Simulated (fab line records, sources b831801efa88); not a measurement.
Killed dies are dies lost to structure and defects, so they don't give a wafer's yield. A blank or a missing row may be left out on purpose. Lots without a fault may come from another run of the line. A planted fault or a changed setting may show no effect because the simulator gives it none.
One fault seen from 2 desks | flow gf180mcu | each desk has only its own numbers; what lay behind them comes last

THE TOOL OWNER'S DESK: furnace-02
The tool's own readings at GF_DUAL_GATE_OXIDATION_02 (stabilise 600 s, purge 300 s, target thk 10.887 nm): means of the sampled wafers that have a number, for each lot that ran on this tool. A lot is out of limits, marked OUT, if its mean lies more than 4 standard deviations from the usual mean; the brackets give that distance.
Columns: A = spike_tc_centre_C at GF_DUAL_GATE_OXIDATION_02, usual 900.6 C; B = spike_tc_lower_C at GF_DUAL_GATE_OXIDATION_02, usual 900.9 C; C = spike_tc_top_C at GF_DUAL_GATE_OXIDATION_02, usual 911.1 C; D = spike_tc_upper_C at GF_DUAL_GATE_OXIDATION_02, usual 897.6 C; E = tube_center_temp_C at GF_DUAL_GATE_OXIDATION_02, usual 900 C; F = tube_center_temp_C_max at GF_DUAL_GATE_OXIDATION_02, usual 902.3
lot  | first seen here | A                | B                | C     | D     | E             | F
L301 | day 7 14:52     | 900.9            | 899.8            | 908.5 | 896.5 | 900           | 902.7
L302 | day 7 19:27     | 901.0            | 900.0            | 909.0 | 896.6 | 900           | 902.2
L305 | day 8 18:02     | 900.8            | 901.0            | 908.6 | 895.9 | 900           | 902.5
L306 | day 8 22:54     | 899.3            | 901.4            | 908.7 | 896.7 | 900           | 902.3
L310 | day 10 05:12    | 897.1            | 896.9 (-4.2) OUT | 904.6 | 892.4 | 895 (-62) OUT | 897.8 (-12) OUT
L312 | day 10 15:19    | 895.6 (-4.1) OUT | 895.8 (-5.5) OUT | 904.6 | 891.6 | 895 (-60) OUT | 897.9 (-11) OUT
L321 | day 13 11:05    | 901.2            | 900.5            | 909.4 | 896.8 | 900           | 902.5
L322 | day 13 14:05    | 900.7            | 900.9            | 909.3 | 896.3 | 900           | 902.1
This desk's finding: out of limits on L310, L312; first on L310, day 10 05:12 (spike_tc_lower_C at GF_DUAL_GATE_OXIDATION_02). In limits: L301, L302, L305, L306, L321, L322.

THE METROLOGY DESK
What the gauges read, lot by lot, whatever tool the lot ran on: means of the sampled wafers that have a number. A lot is out of limits, marked OUT, if its mean lies more than 4 standard deviations from the usual mean; the brackets give that distance.
Columns: A = MVSD_TW at GF_MVSD_TW_MEAS_11, usual 1583; B = DUAL_GATE_OXIDATION_00_THK at GF_DUAL_GATE_THK_MEAS_03, usual 10.87 nm; C = PSD_TW at GF_PSD_TW_MEAS_11, usual 3197
lot  | first seen here | A    | B                | C
L301 | day 4 12:07     | 1584 | 10.79            | 3205
L302 | day 4 14:58     | 1564 | 10.90            | 3193
L305 | day 5 08:37     | 1593 | 10.64            | 3198
L306 | day 5 15:13     | 1562 | 10.79            | 3205
L310 | day 6 15:54     | 1591 | 10.22 (-4.1) OUT | 3211
L312 | day 7 01:26     | 1596 | 10.47            | 3206
L314 | day 7 15:54     | 1570 | 10.93            | 3171
L315 | day 7 21:01     | 1600 | 10.74            | 3196
L317 | day 8 07:25     | 1595 | 11.07            | 3186
L321 | day 9 11:46     | 1568 | 11.18            | 3214
L322 | day 9 13:28     | 1586 | 10.91            | 3158
L323 | day 9 18:35     | 1589 | 10.96            | 3196
This desk's finding: out of limits on L310; first on L310, day 10 06:39 (DUAL_GATE_OXIDATION_00_THK at GF_DUAL_GATE_THK_MEAS_03). In limits: L301, L302, L305, L306, L312, L314, L315, L317, L321, L322, L323.

PUT TOGETHER
The tool owner's desk could have raised an alarm at day 10 05:12, on L310, L312.
The metrology desk could have raised an alarm at day 10 06:39, on L310.
The metrology desk has L312 on record, within its limits.
Of the lots named, all ran GF_DUAL_GATE_OXIDATION_02 on furnace-02.

WHAT THE SIMULATOR HAD PUT IN
Process parameter drift: furnace-02, from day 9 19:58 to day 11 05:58, at GF_DUAL_GATE_OXIDATION_02. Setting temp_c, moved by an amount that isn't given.
Lots struck among those shown: L310, L312.
Hours from the fault's start to each desk's first reading out of limits: the tool owner's desk, 9; the metrology desk, 11.
